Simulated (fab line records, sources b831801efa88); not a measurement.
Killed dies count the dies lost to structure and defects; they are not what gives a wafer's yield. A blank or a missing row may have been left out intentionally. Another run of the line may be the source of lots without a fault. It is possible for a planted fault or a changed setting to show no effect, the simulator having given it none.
fab line records	flow sky130
record lots=6	wafers=18	last_day=50
route steps=708 shown METAL5@671 PASSIVATION@681 PAD_OPEN@694
lots untouched by any fault: they come from a run of this same line in which no faults occurred
start_h: start of the lot's first displayed wafer, in hours after the record's first day	wait_h: hours from the lot's prior step to this one	" the same as in the row above	L1.1+2: several wafers, shown together as one row	- either no value or no given start	* or withheld: withheld	< > ~ a bound
route shown NAME@n: a module of which the file shows steps, and the number in the route of the first	usual: mean and standard deviation over wafers with no fault	same: alike in all rows	chamber/n: place in a boat	sites: readings site by site	_std_site: the values' standard deviation	_edge_site: the outer-site mean with the inner-site mean subtracted	radius_mm: how far each site lies from the wafer's centre	mask NAME#n: copy n	behind: the most recent tool/chamber to have shaped the wafer	hold: cause of the lot's hold/its duration in hours/its outcome	device: names the non-switching transistor (n, p or np)	end of line: tests run on the same wafers once the route is complete	where a step has no rows: the recipe by itself	killed: the dies lost at the first sort to structure and to defects; this is not the yield of the wafer	map: shows each die of a wafer: x if killed, . if not, _ if none is there
set.NAME: setting as actually run; set.NAME@STEP: the setting as run at that earlier step	model.NAME: the simulator's own value behind a step, which no gauge read
lots seen at some steps along the route; tables by step, rows by wafer
services: from which hour (start_h, from the record's first day; less than 0 if before it) a tool's chamber was out of use, for how many hours, and why
## steps
# step SKY_METAL5_SOFTBAKE_10
# recipe temp_c=90	time_s=60	resist=NOVOLAK
# step SKY_METAL5_EXPOSE_11
# recipe mask_id=MM5	na=0.6	source_shape=conventional	sigma_outer=0.6	polarization=unpolarized	target_cd_nm=1600	dose_mj=190
# step SKY_METAL5_PEB_12
# recipe temp_c=withheld	time_s=*	resist=NOVOLAK
# step SKY_METAL5_DEVELOP_13
# recipe resist=NOVOLAK	developer=TMAH	develop_time_s=60	dev_temp_c=23
# step SKY_METAL5_DESCUM_14
# recipe chemistry=O2	source_power_w=150	bias_power_w=0	pressure_mtorr=10	temp_c=40	time_s=11
# usual drypump_motor_current_A=5.7/0.35	oes_product_au=1.005/0.0059
lot.wafer	tool	chamber	start_h	wait_h	drypump_motor_current_A	oes_product_au	rf_hours_counter_h
L406.1	rie_metal-02	0	1037.53	0.1	6.3	1.014	22
L406.2	"	1	"	"	5.7	1.010	16
L406.3	"	1	"	"	5.7	1.002	-
L411.2	rie_metal-04	1	1077.13	0.1	5.4	1.000	18
L411.3	"	1	"	"	5.4	1.011	-
L411.6	"	0	"	"	5.4	1.008	-
L413.1	rie_metal-04	1	1080.78	0.1	5.4	1.000	18
L413.2	"	0	"	"	5.4	0.999	6
L413.4	"	1	"	"	5.4	0.996	-
L414.2	rie_metal-04	0	1087.64	0.1	5.4	0.993	-
L414.4	"	0	"	"	5.4	1.009	-
L414.6	"	0	"	"	5.4	1.005	-
L422.1	rie_metal-02	1	1141.23	0.1	5.7	1.001	23
L422.4	"	0	"	"	6.3	1.003	-
L422.6	"	1	"	"	5.7	1.001	-
L428.2	rie_metal-04	0	1174.42	0.1	5.4	1.008	15
L428.3	"	1	"	"	5.4	1.013	-
L428.6	"	0	"	"	5.4	1.004	-
# step SKY_METAL5_METAL_ETCH_15
# recipe target_depth_a=12600	stop_on=SiO2	over_etch_frac=0.2	time_s=252	chemistry=Cl2/BCl3	resist_sidewall_deg=86	pressure_mtorr=10	icp_w=900	bias_w=48.5	Cl2_flow_sccm=60	bcl3_flow_sccm=30
# step SKY_METAL5_STRIP_16
# recipe chemistry=O2/N2	power_w=1432	pressure_mtorr=1500	platen_temp_c=withheld	o2_flow_sccm=3000	n2_flow_sccm=300	overash_fraction=0.5
# usual drypump_motor_current_A=6.0/0.4	oes_product_au=0.719/0.0044	strip_time_to_endpoint_s=12.79/0.066
# same overash_fraction=0.5
lot.wafer	tool	chamber	start_h	wait_h	drypump_motor_current_A	oes_product_au	rf_hours_counter_h	strip_time_to_endpoint_s
L406.1	plasma_asher-02	0	1037.80	0.2	6.1	0.713	123	12.63
L406.2	"	1	"	"	6.2	0.719	123	12.62
L406.3	"	0	"	"	6.1	0.721	-	12.63
L411.2	plasma_asher-03	0	1077.40	0.2	5.4	0.712	32	12.70
L411.3	"	0	"	"	5.5	0.731	-	12.81
L411.6	"	0	"	"	5.5	0.720	-	12.82
L413.1	plasma_asher-01	1	1081.05	0.2	5.6	0.722	65	12.73
L413.2	"	0	"	"	6.3	0.718	65	12.74
L413.4	"	1	"	"	5.6	0.720	-	12.73
L414.2	plasma_asher-03	1	1088.17	0.3	6.4	0.724	34	12.85
L414.4	"	0	"	"	5.4	0.720	-	12.91
L414.6	"	0	"	"	5.4	0.717	-	12.82
L422.1	plasma_asher-01	0	1141.50	0.2	6.3	0.722	70	12.79
L422.4	"	0	"	"	6.3	0.720	-	12.72
L422.6	"	0	"	"	6.3	0.718	-	12.72
L428.2	plasma_asher-03	1	1174.69	0.2	6.4	0.719	42	12.76
L428.3	"	0	"	"	5.4	0.721	-	12.77
L428.6	"	1	"	"	6.4	0.722	-	12.82
# step SKY_METAL5_STRIP_17
# recipe chemistry=post_etch_residue_remover	time_s=1200	temp_c=72.5
# step SKY_METAL5_CLEAN_18
# recipe chemistry=IPA	time_s=180	temp_c=25
# step SKY_METAL5_CLEAN_19
# recipe chemistry=O3/DIW	dry=n2_spin
# step SKY_PASSIVATION_CVD_00
# recipe material=SiO2	target_thk_nm=90	temp_c=400	time_s=withheld	rf_w=600
# usual heater_power_w=691/130	rf_fwd_power_W=588.5/3
lot.wafer	tool	chamber	start_h	wait_h	heater_power_w	rf_fwd_power_W
L406.1	pecvd-01	0	1038.45	0.0	528	586.9
L406.2	"	2	"	"	607	583.6
L406.3	"	1	"	"	676	588.3
L411.2	pecvd-01	1	1078.03	0.0	632	591.3
L411.3	"	2	"	"	688	584.7
L411.6	"	2	"	"	672	584.8
L413.1	pecvd-01	1	1081.68	0.0	653	587.4
L413.2	"	0	"	"	516	591.6
L413.4	"	1	"	"	662	593.1
L414.2	pecvd-02	1	1088.76	0.0	639	593.3
L414.4	"	1	"	"	692	590.7
L414.6	"	2	"	"	820	586.4
L422.1	pecvd-01	2	1142.24	0.0	603	585.6
L422.4	"	2	"	"	633	588.7
L422.6	"	2	"	"	637	586.1
L428.2	pecvd-04	2	1175.28	0.0	626	594.5
L428.3	"	0	"	"	517	592.2
L428.6	"	1	"	"	695	588.0
# step SKY_PASSIVATION_THK_MEAS_01
# recipe reads=SiO2_of_PASSIVATION_CVD_00
# usual PASSIVATION_CVD_00_THK=89.7/1.2
lot.wafer	tool	chamber	start_h	wait_h	PASSIVATION_CVD_00_THK[nm]
L406.1	film_metro-02	-	1038.47	-	87.8
L406.2	"	-	"	"	89.0
L406.3	"	-	"	"	89.5
L411.2	film_metro-01	-	1078.07	-	90.2
L411.3	"	-	"	"	89.6
L411.6	"	-	"	"	90.7
L413.1	film_metro-01	-	1081.70	-	89.4
L413.2	"	-	"	"	89.1
L413.4	"	-	"	"	90.2
L414.2	film_metro-02	-	1088.79	-	88.4
L414.4	"	-	"	"	89.8
L414.6	"	-	"	"	89.1
L422.1	film_metro-02	-	1142.28	-	89.1
L422.4	"	-	"	"	90.2
L422.6	"	-	"	"	89.8
L428.2	film_metro-02	-	1175.31	-	90.1
L428.3	"	-	"	"	88.8
L428.6	"	-	"	"	90.8
# step SKY_PASSIVATION_CVD_02
# recipe material=Si3N4	target_thk_nm=540	temp_c=400	time_s=withheld	rf_w=450
# usual heater_power_w=702/94	rf_fwd_power_W=449.2/1.4
lot.wafer	tool	chamber	start_h	wait_h	heater_power_w	rf_fwd_power_W	model.Si3N4_of_PASSIVATION_CVD_02.thk_nm
L406.1	pecvd-02	2	1038.53	0.1	781	448.8	530.5
L406.2	"	0	"	"	945	450.1	537.3
L406.3	"	1	"	"	786	449.2	531
L411.2	pecvd-04	2	1078.12	0.0	717	522.2	566.9
L411.3	"	0	"	"	630	520.4	571
L411.6	"	2	"	"	750	522.9	574.3
L413.1	pecvd-04	0	1081.76	0.1	613	521.5	565.4
L413.2	"	2	"	"	751	521.4	560
L413.4	"	0	"	"	651	521.5	575.9
L414.2	pecvd-01	1	1088.84	0.0	712	449.7	529.8
L414.4	"	2	"	"	595	449.6	531.6
L414.6	"	0	"	"	639	447.9	534.3
L422.1	pecvd-04	2	1142.34	0.1	701	450.7	539.1
L422.4	"	1	"	"	735	450.5	546.9
L422.6	"	0	"	"	530	450.0	546.5
L428.2	pecvd-02	1	1175.36	0.0	780	451.3	531.9
L428.3	"	2	"	"	897	448.9	545.3
L428.6	"	2	"	"	744	449.1	540.3
# step SKY_PASSIVATION_THK_MEAS_03
# recipe reads=Si3N4_of_PASSIVATION_CVD_02
# usual PASSIVATION_CVD_02_THK=539/6.5
lot.wafer	tool	chamber	start_h	wait_h	PASSIVATION_CVD_02_THK[nm]
L406.1	film_metro-02	-	1038.75	-	530
L406.2	"	-	"	"	538
L406.3	"	-	"	"	531
L411.2	film_metro-01	-	1078.35	-	567
L411.3	"	-	"	"	571
L411.6	"	-	"	"	575
L413.1	film_metro-02	-	1081.98	-	565
L413.2	"	-	"	"	560
L413.4	"	-	"	"	576
L414.2	film_metro-01	-	1089.08	-	529
L414.4	"	-	"	"	531
L414.6	"	-	"	"	534
L422.1	film_metro-01	-	1142.56	-	539
L422.4	"	-	"	"	547
L422.6	"	-	"	"	547
L428.2	film_metro-02	-	1175.71	-	532
L428.3	"	-	"	"	546
L428.6	"	-	"	"	540
# step SKY_PASSIVATION_DEHYDRATE_04
# recipe temp_c=200	time_s=60
# step SKY_PASSIVATION_HMDS_05
# recipe prime_time_s=60	prime_temp_c=120
# step SKY_PASSIVATION_COAT_06
# recipe spin_rpm=2000	resist_thk_nm=3000
# step SKY_PASSIVATION_SOFTBAKE_07
# recipe temp_c=110	time_s=withheld
# step SKY_PASSIVATION_EXPOSE_08
# recipe mask_id=NSM	target_cd_nm=3000	na=0.57	dose_mj=260
# step SKY_PASSIVATION_PEB_09
# recipe temp_c=115	time_s=withheld
# step SKY_PASSIVATION_DEVELOP_10
# recipe develop_time_s=60	dev_temp_c=23
# step SKY_PASSIVATION_ETCH_11
# recipe chemistry=CF4/O2	target_depth_nm=725	stop_on=AlCu	source_w=800	bias_w=150	pressure_mtorr=150	cf4_flow_sccm=80	O2_flow_sccm=10	time_s=161.1
# usual O2_flow_sccm=10.002/0.03	cf4_flow_sccm=79.99/0.24	drypump_motor_current_A=5.6/0.38	oes_product_au=0.977/0.0068	throttle_valve_pct=5.963/0.0087
lot.wafer	tool	chamber	start_h	wait_h	O2_flow_sccm	cf4_flow_sccm	drypump_motor_current_A	oes_product_au	rf_hours_counter_h	throttle_valve_pct	model.etch.depth_nm	model.PASSIVATION.feature_depth_nm
L406.1	rie_diel-02	0	1060.51	-	9.964	79.75	6.0	0.974	17	5.962	694	694
L406.2	"	1	"	"	10.006	80.03	5.9	0.982	5	5.943	701.3	701.3
L406.3	"	3	"	"	10.012	80.03	6.0	0.964	9	5.954	695.6	695.6
L411.2	rie_diel-02	3	1096.02	-	10.004	79.93	6.0	0.990	10	5.961	722.7	722.7
L411.3	"	2	"	"	10.032	79.83	5.8	0.999	17	5.977	727	727
L411.6	"	3	"	"	10.028	79.86	6.0	0.999	-	5.958	726.7	726.7
L413.1	rie_diel-02	2	1097.67	-	9.972	80.02	5.8	0.991	18	5.967	719.6	719.6
L413.2	"	3	"	"	9.944	79.94	6.0	0.988	11	5.969	724.3	724.3
L413.4	"	2	"	"	10.008	79.82	5.8	0.998	-	5.957	724.2	724.2
L414.2	rie_diel-04	3	1103.93	-	10.034	79.93	4.7	0.970	9	5.952	693.2	693.2
L414.4	"	2	"	"	9.988	80.04	5.6	0.965	22	5.948	696.4	696.4
L414.6	"	0	"	"	10.005	79.69	5.7	0.966	-	5.973	698.3	698.3
L422.1	rie_diel-04	1	1160.38	-	10.011	79.78	5.7	0.983	21	5.963	702.3	702.3
L422.4	"	0	"	"	10.061	80.00	5.7	0.985	18	5.958	711.6	711.6
L422.6	"	2	"	"	9.981	80.20	5.7	0.983	-	5.955	710.9	710.9
L428.2	rie_diel-02	1	1191.02	-	9.971	80.30	5.9	0.978	10	5.979	697.2	697.2
L428.3	"	2	"	"	9.982	79.64	5.8	0.988	21	5.978	709.1	709.1
L428.6	"	3	"	"	10.002	80.29	6.0	0.978	-	5.975	705.5	705.5
# step SKY_PASSIVATION_STRIP_12
# recipe chemistry=O2/N2	power_w=1400	pressure_mtorr=1500	platen_temp_c=withheld	overash_fraction=0.7	o2_flow_sccm=3000	n2_flow_sccm=300
# usual drypump_motor_current_A=5.8/0.44	oes_product_au=0.660/0.0045	strip_time_to_endpoint_s=31.53/0.13
# same overash_fraction=0.7
lot.wafer	tool	chamber	start_h	wait_h	drypump_motor_current_A	oes_product_au	rf_hours_counter_h	strip_time_to_endpoint_s
L406.1	plasma_asher-04	1	1060.62	0.1	5.6	0.658	94	31.59
L406.2	"	0	"	"	5.1	0.662	94	31.55
L406.3	"	0	"	"	5.1	0.657	-	31.64
L411.2	plasma_asher-01	0	1096.12	0.1	6.3	0.664	66	31.48
L411.3	"	1	"	"	5.6	0.660	-	31.40
L411.6	"	1	"	"	5.6	0.673	-	31.49
L413.1	plasma_asher-04	1	1097.77	0.1	5.6	0.660	99	31.67
L413.2	"	0	"	"	5.1	0.662	99	31.57
L413.4	"	0	"	"	5.1	0.653	-	31.52
L414.2	plasma_asher-04	0	1104.04	0.1	5.0	0.673	99	31.44
L414.4	"	1	"	"	5.6	0.661	-	31.54
L414.6	"	1	"	"	5.6	0.655	-	31.45
L422.1	plasma_asher-04	1	1160.49	0.1	5.6	0.666	104	31.55
L422.4	"	0	"	"	5.0	0.664	-	31.71
L422.6	"	0	"	"	5.0	0.653	-	31.56
L428.2	plasma_asher-02	1	1191.12	0.1	6.2	0.660	11	31.46
L428.3	"	1	"	"	6.2	0.665	-	31.66
L428.6	"	0	"	"	6.1	0.658	-	31.68
# step SKY_PAD_OPEN_DEHYDRATE_00
# recipe temp_c=200	time_s=60
# step SKY_PAD_OPEN_HMDS_01
# recipe prime_time_s=60	prime_temp_c=120
# step SKY_PAD_OPEN_COAT_02
# recipe spin_rpm=2000	resist_thk_nm=2966
# step SKY_PAD_OPEN_SOFTBAKE_03
# recipe temp_c=110	time_s=withheld
# step SKY_PAD_OPEN_EXPOSE_04
# recipe mask_id=PDM	target_cd_nm=60000	na=0.57	dose_mj=260
# step SKY_PAD_OPEN_PEB_05
# recipe temp_c=115	time_s=withheld
# step SKY_PAD_OPEN_DEVELOP_06
# recipe develop_time_s=60	dev_temp_c=23
# step SKY_PAD_OPEN_ETCH_07
# recipe chemistry=CF4/O2	target_depth_nm=725	stop_on=AlCu	source_w=800	bias_w=150	pressure_mtorr=150	cf4_flow_sccm=80	O2_flow_sccm=10	time_s=161.1
# usual O2_flow_sccm=9.999/0.03	cf4_flow_sccm=79.94/0.26	drypump_motor_current_A=5.6/0.47	oes_product_au=0.977/0.0068	throttle_valve_pct=5.964/0.0097
lot.wafer	tool	chamber	start_h	wait_h	O2_flow_sccm	cf4_flow_sccm	drypump_motor_current_A	oes_product_au	rf_hours_counter_h	throttle_valve_pct	model.etch.depth_nm	model.PAD_OPEN.feature_depth_nm
L406.1	rie_diel-04	3	1080.96	-	9.980	80.25	4.7	0.970	7	5.965	694	694
L406.2	"	2	"	"	10.011	79.68	5.6	0.971	21	5.956	701.3	701.3
L406.3	"	1	"	"	9.977	80.06	5.8	0.972	18	5.950	695.6	695.6
L411.2	rie_diel-01	1	1114.67	-	10.010	79.97	6.4	0.987	16	5.964	720.8	720.8
L411.3	"	0	"	"	10.022	79.92	5.4	1.000	13	5.979	723.4	723.4
L411.6	"	0	"	"	9.993	79.76	5.4	0.987	-	5.958	722.1	722.1
L413.1	rie_diel-01	2	1116.32	-	10.018	80.38	6.5	0.989	5	5.981	724.7	724.7
L413.2	"	0	"	"	9.964	80.36	5.4	0.978	13	5.973	724.3	724.3
L413.4	"	3	"	"	9.995	80.33	6.0	0.991	22	5.964	736	736
L414.2	rie_diel-01	2	1124.62	-	9.996	80.31	6.4	0.960	5	5.951	693.2	693.2
L414.4	"	1	"	"	9.976	80.26	6.4	0.977	17	5.971	696.4	696.4
L414.6	"	1	"	"	10.045	79.73	6.4	0.983	-	5.953	698.3	698.3
L422.1	rie_diel-03	1	1177.52	-	10.006	79.99	5.0	0.972	17	5.969	702.3	702.3
L422.4	"	3	"	"	10.035	79.76	5.2	0.982	21	5.966	711.6	711.6
L422.6	"	2	"	"	10.019	80.05	5.5	0.981	-	5.964	710.9	710.9
L428.2	rie_diel-04	0	1205.64	-	10.033	79.54	5.7	0.981	20	5.973	697.2	697.2
L428.3	"	2	"	"	10.023	79.89	5.6	0.979	26	5.961	709.1	709.1
L428.6	"	3	"	"	10.024	79.63	4.7	0.972	-	5.959	705.5	705.5
# step SKY_PAD_OPEN_STRIP_08
# recipe chemistry=O2/N2	power_w=1400	pressure_mtorr=1500	platen_temp_c=withheld	overash_fraction=0.7	o2_flow_sccm=3000	n2_flow_sccm=300
# usual drypump_motor_current_A=5.8/0.48	oes_product_au=0.662/0.0048	strip_time_to_endpoint_s=36.66/0.1
# same overash_fraction=0.7
lot.wafer	tool	chamber	start_h	wait_h	drypump_motor_current_A	oes_product_au	rf_hours_counter_h	strip_time_to_endpoint_s
L406.1	plasma_asher-04	1	1081.07	0.1	5.6	0.666	96	36.59
L406.2	"	0	"	"	5.1	0.667	96	36.57
L406.3	"	1	"	"	5.6	0.675	-	36.51
L411.2	plasma_asher-04	0	1114.77	0.1	5.1	0.660	100	36.63
L411.3	"	0	"	"	5.1	0.658	-	36.54
L411.6	"	1	"	"	5.6	0.662	-	36.47
L413.1	plasma_asher-02	0	1116.42	0.1	6.0	0.665	3	36.81
L413.2	"	1	"	"	6.2	0.661	3	36.62
L413.4	"	0	"	"	6.1	0.665	-	36.66
L414.2	plasma_asher-02	0	1124.72	0.1	6.0	0.664	4	36.74
L414.4	"	1	"	"	6.3	0.666	-	36.65
L414.6	"	0	"	"	6.1	0.655	-	36.74
L422.1	plasma_asher-04	1	1177.62	0.1	5.6	0.667	106	36.79
L422.4	"	0	"	"	5.1	0.663	-	36.62
L422.6	"	1	"	"	5.6	0.669	-	36.76
L428.2	plasma_asher-04	1	1205.74	0.1	5.6	0.675	109	36.67
L428.3	"	0	"	"	5.1	0.660	-	36.68
L428.6	"	1	"	"	5.6	0.670	-	36.67
# step SKY_PAD_OPEN_STRIP_09
# recipe chemistry=post_etch_residue_remover	time_s=1200	temp_c=72.5
lot.wafer	tool	chamber	start_h	wait_h	model.Si3N4_of_PASSIVATION_CVD_02.thk_nm
L406.1	wet_bench-04	3	1081.17	0.1	530.1
L406.2	"	3	"	"	536.9
L406.3	"	3	"	"	530.6
L411.2	wet_bench-02	2	1114.87	0.1	566.5
L411.3	"	2	"	"	570.7
L411.6	"	2	"	"	574
L413.1	wet_bench-04	1	1116.58	0.1	565
L413.2	"	1	"	"	559.6
L413.4	"	1	"	"	575.5
L414.2	wet_bench-04	2	1124.82	0.1	529.5
L414.4	"	2	"	"	531.2
L414.6	"	2	"	"	534
L422.1	wet_bench-02	1	1177.72	0.1	538.8
L422.4	"	1	"	"	546.5
L422.6	"	1	"	"	546.2
L428.2	wet_bench-03	0	1205.84	0.1	531.5
L428.3	"	0	"	"	544.9
L428.6	"	0	"	"	539.9
# step SKY_PAD_OPEN_CLEAN_10
# recipe chemistry=IPA	time_s=180	temp_c=25
# step SKY_PAD_OPEN_PROBE_99
# usual defect_limited_yield=82.1/1.8	killed_at_M0_to_M3=45/6.9	killed_at_M4_up=3.2/1.8	killed_at_contacts=25/5.3	killed_at_front_end=16/4.3	killed_at_other=0.2/0.52	killed_dies=88/8.7	killed_open=48/6.5	killed_short=40/6	sort_bin_3_pad_short=0.9/0.4	sort_bin_5_function=10.8/1.5	sort_bin_6_memory=6.3/1	sort_n_pass=404/8.7	sort_yield_pct=82.1/1.8
# same gross_dies=492	killed_at_back_side=0	sort_bin_4_leakage[%]=0	sort_bin_8_speed[%]=0
lot.wafer	tool	chamber	start_h	wait_h	defect_limited_yield[%]	killed_at_M0_to_M3	killed_at_M4_up	killed_at_contacts	killed_at_front_end	killed_at_other	killed_dies	killed_open	killed_short	sort_bin_3_pad_short[%]	sort_bin_5_function[%]	sort_bin_6_memory[%]	sort_n_pass	sort_yield_pct[%]
L406.1	prober-02	-	1083.28	0.1	83.7	41	4	23	12	0	80	45	35	0.4	8.7	7.1	412	83.7
L406.2	prober-02	-	1083.33	0.1	82.1	52	1	25	9	1	88	49	38	0.6	11.0	6.3	404	82.1
L406.3	prober-02	-	1083.38	0.2	84.1	31	3	26	18	0	78	43	34	0.6	9.6	5.7	414	84.1
L411.2	prober-01	-	1117.07	0.1	78.7	53	4	31	16	1	105	53	51	0.8	13.4	7.1	387	78.7
L411.3	prober-01	-	1117.12	0.2	79.3	49	3	22	28	0	102	46	55	0.8	14.2	5.7	390	79.3
L411.6	prober-01	-	1117.27	0.2	81.3	49	2	29	12	0	92	42	50	0.8	10.8	7.1	400	81.3
L413.1	prober-01	-	1118.99	0.1	83.1	39	3	21	19	1	83	52	31	0.8	10.4	5.7	409	83.1
L413.2	prober-01	-	1119.04	0.1	84.8	39	3	22	11	0	75	37	38	1.0	9.3	4.9	417	84.8
L413.4	prober-01	-	1119.14	0.2	81.1	49	2	29	13	0	93	54	39	0.6	12.2	6.1	399	81.1
L414.2	prober-02	-	1127.01	0.1	80.7	45	3	35	12	0	95	56	39	0.8	10.6	7.9	397	80.7
L414.4	prober-02	-	1127.11	0.2	80.7	51	3	25	16	0	95	45	50	1.2	12.2	5.9	397	80.7
L414.6	prober-02	-	1127.21	0.2	83.5	40	3	24	14	0	81	47	34	1.0	9.3	6.1	411	83.5
L422.1	prober-02	-	1179.83	0.1	82.5	39	2	24	20	1	86	47	39	1.0	10.2	6.3	406	82.5
L422.4	prober-02	-	1179.98	0.2	80.3	46	4	30	17	0	97	59	38	1.2	10.2	8.3	395	80.3
L422.6	prober-02	-	1180.08	0.2	78.7	48	2	25	30	0	105	60	45	0	11.2	10.2	387	78.7
L428.2	prober-01	-	1208.01	0.1	85.8	29	1	25	15	0	70	42	28	0.6	8.1	5.5	422	85.8
L428.3	prober-01	-	1208.06	0.2	81.9	45	0	29	15	0	89	46	43	1.6	12.2	4.3	403	81.9
L428.6	prober-01	-	1208.21	0.2	80.7	46	1	36	12	0	95	58	37	0.8	12.0	6.5	397	80.7
# killed by level:class
L406.1 CONTACT:geometric_particle:short=9 VIA1:geometric_particle:open=8 VIA3:geometric_particle:open=8 LI_CONTACT:geometric_particle:open=6 CONTACT:geometric_particle:open=6 VIA2:geometric_particle:open=5 POLY_GATE:geometric_particle:open=4 METAL1:geometric_particle:short=4
L406.2 VIA2:geometric_particle:open=13 VIA1:geometric_particle:open=12 LI_CONTACT:geometric_particle:open=7 CONTACT:geometric_particle:open=7 LOCAL_INTERCONNECT:geometric_particle:short=5 METAL3:geometric_particle:short=5 VIA3:geometric_particle:short=5 METAL1:geometric_particle:short=4
L406.3 CONTACT:geometric_particle:open=8 LI_CONTACT:geometric_particle:open=7 VIA1:geometric_particle:open=6 FIELD_ISO:geometric_particle:open=5 FIELD_ISO:geometric_particle:short=5 VIA2:geometric_particle:open=4 METAL1:geometric_particle:short=4 LI_CONTACT:geometric_particle:short=4
L411.2 VIA1:geometric_particle:open=12 CONTACT:geometric_particle:open=9 METAL1:geometric_particle:short=9 LI_CONTACT:geometric_particle:short=8 VIA2:geometric_particle:open=8 LI_CONTACT:geometric_particle:open=8 METAL2:geometric_particle:short=7 FIELD_ISO:geometric_particle:open=5
L411.3 FIELD_ISO:geometric_particle:open=9 METAL2:geometric_particle:short=8 METAL1:geometric_particle:short=7 VIA1:geometric_particle:open=7 FIELD_ISO:geometric_particle:short=6 LI_CONTACT:geometric_particle:short=6 LI_CONTACT:geometric_particle:open=6 VIA2:geometric_particle:open=6
L411.6 VIA1:geometric_particle:open=9 LI_CONTACT:geometric_particle:open=7 LOCAL_INTERCONNECT:geometric_particle:short=7 METAL1:geometric_particle:short=7 VIA2:geometric_particle:open=7 CONTACT:geometric_particle:short=6 CONTACT:geometric_particle:open=6 VIA1:geometric_particle:short=6
L413.1 VIA1:geometric_particle:open=9 VIA2:geometric_particle:open=8 FIELD_ISO:geometric_particle:open=6 LI_CONTACT:geometric_particle:open=6 CONTACT:geometric_particle:short=6 CONTACT:geometric_particle:open=6 VIA3:geometric_particle:open=6 POLY_GATE:geometric_particle:short=5
L413.2 VIA1:geometric_particle:open=9 LI_CONTACT:geometric_particle:open=7 VIA1:geometric_particle:short=6 FIELD_ISO:geometric_particle:open=5 METAL2:geometric_particle:short=5 VIA3:geometric_particle:short=5 LOCAL_INTERCONNECT:geometric_particle:short=4 CONTACT:geometric_particle:open=4
L413.4 CONTACT:geometric_particle:open=13 VIA1:geometric_particle:open=11 LI_CONTACT:geometric_particle:open=7 METAL1:geometric_particle:short=7 VIA3:geometric_particle:open=7 VIA3:geometric_particle:short=6 VIA2:geometric_particle:open=5 LOCAL_INTERCONNECT:geometric_particle:short=4
L414.2 CONTACT:geometric_particle:open=16 VIA1:geometric_particle:open=10 VIA2:geometric_particle:open=9 LI_CONTACT:geometric_particle:open=7 METAL1:geometric_particle:short=6 LOCAL_INTERCONNECT:geometric_particle:short=5 VIA3:geometric_particle:open=5 FIELD_ISO:geometric_particle:short=4
L414.4 VIA1:geometric_particle:open=10 VIA1:geometric_particle:short=8 FIELD_ISO:geometric_particle:short=7 CONTACT:geometric_particle:short=7 VIA3:geometric_particle:open=7 VIA2:geometric_particle:open=6 VIA3:geometric_particle:short=5 CONTACT:geometric_particle:open=5
L414.6 VIA1:geometric_particle:open=11 CONTACT:geometric_particle:open=10 VIA2:geometric_particle:open=8 FIELD_ISO:geometric_particle:short=7 METAL2:geometric_particle:short=6 LI_CONTACT:geometric_particle:open=5 CONTACT:geometric_particle:short=4 VIA1:geometric_particle:short=4
L422.1 LI_CONTACT:geometric_particle:open=9 POLY_GATE:geometric_particle:short=7 CONTACT:geometric_particle:open=7 VIA1:geometric_particle:open=7 POLY_GATE:geometric_particle:open=6 VIA3:geometric_particle:short=6 LOCAL_INTERCONNECT:geometric_particle:short=5 VIA1:geometric_particle:short=5
L422.4 VIA1:geometric_particle:open=13 CONTACT:geometric_particle:open=11 LI_CONTACT:geometric_particle:open=9 VIA2:geometric_particle:open=9 POLY_GATE:geometric_particle:short=6 POLY_GATE:geometric_particle:open=6 METAL2:geometric_particle:short=5 CONTACT:geometric_particle:short=5
L422.6 CONTACT:geometric_particle:open=11 VIA1:geometric_particle:open=10 POLY_GATE:geometric_particle:open=9 POLY_GATE:geometric_particle:short=9 VIA3:geometric_particle:open=9 LI_CONTACT:geometric_particle:open=7 VIA1:geometric_particle:short=6 METAL2:geometric_particle:short=6
L428.2 CONTACT:geometric_particle:open=10 VIA1:geometric_particle:open=10 LOCAL_INTERCONNECT:geometric_particle:short=5 FIELD_ISO:geometric_particle:open=4 LI_CONTACT:geometric_particle:open=4 VIA2:geometric_particle:open=4 FIELD_ISO:geometric_particle:short=3 CONTACT:geometric_particle:short=3
L428.3 VIA1:geometric_particle:open=10 LI_CONTACT:geometric_particle:open=8 CONTACT:geometric_particle:open=7 VIA3:geometric_particle:open=7 LI_CONTACT:geometric_particle:short=6 METAL3:geometric_particle:short=6 FIELD_ISO:geometric_particle:short=4 VIA2:geometric_particle:open=4
L428.6 VIA1:geometric_particle:open=12 LI_CONTACT:geometric_particle:open=11 LOCAL_INTERCONNECT:geometric_particle:short=9 VIA3:geometric_particle:open=8 CONTACT:geometric_particle:open=8 VIA2:geometric_particle:open=6 POLY_GATE:geometric_particle:open=5 METAL3:geometric_particle:short=4
## services
tool	chamber	start_h	hours	kind
rie_metal-04	-	1014.81	4.3	pm
wet_bench-04	-	1016.22	1.6	repair
rie_diel-01	1	1017.66	4.4	repair
pecvd-04	-	1027.35	2.8	pm
plasma_asher-01	-	1027.92	0.9	repair
rie_diel-01	2	1032.37	8.8	repair
rie_diel-01	-	1054.68	15.6	pm
plasma_asher-02	-	1055.31	9.0	pm
pecvd-01	-	1063.34	0.8	repair
rie_diel-02	2	1064.13	11.9	repair
pecvd-04	2	1065.12	3.1	repair
plasma_asher-02	-	1073.01	15.6	pm
rie_diel-04	0	1075.51	7.5	repair
rie_metal-04	1	1082.95	10.8	repair
pecvd-04	-	1090.14	6.0	pm
rie_diel-02	0	1090.73	11.2	repair
plasma_asher-01	-	1091.74	1.8	repair
rie_diel-04	3	1112.92	9.6	repair
rie_diel-02	3	1115.70	2.8	repair
rie_diel-04	3	1124.31	5.6	repair
pecvd-01	0	1129.46	4.9	repair
rie_metal-04	-	1158.47	4.0	pm
pecvd-01	1	1196.68	5.6	repair
rie_diel-02	3	1197.33	6.6	repair
## key
first_sign step=SKY_PASSIVATION_CVD_02	reading=rf_fwd_power_W	direction=up	sigmas=52	usual=449.2	struck=521.6
effect step=SKY_PASSIVATION_THK_MEAS_03	reading=PASSIVATION_CVD_02_THK	direction=up	sigmas=4.7	usual=539	struck=569
model_effect step=SKY_PASSIVATION_CVD_02	value=Si3N4_of_PASSIVATION_CVD_02.thk_nm	without=544.4	struck=568.9
model_effect step=SKY_PASSIVATION_ETCH_11	value=etch.depth_nm	without=709	struck=724.1
model_effect step=SKY_PAD_OPEN_ETCH_07	value=etch.depth_nm	without=709	struck=725.2
model_effect step=SKY_PAD_OPEN_STRIP_09	value=Si3N4_of_PASSIVATION_CVD_02.thk_nm	without=544	struck=568.6
met_at SKY_PASSIVATION_CVD_02
struck_wafers L411.2,L411.3,L411.6,L413.1,L413.2,L413.4
fault kind=process_parameter_drift	tool=pecvd-04	chamber=-	onset_h=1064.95	steps=SKY_PASSIVATION_CVD_02	channel=rf_w	offset=72	shape=step	end_h=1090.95	acts_in=these_recipes_only	stated=450
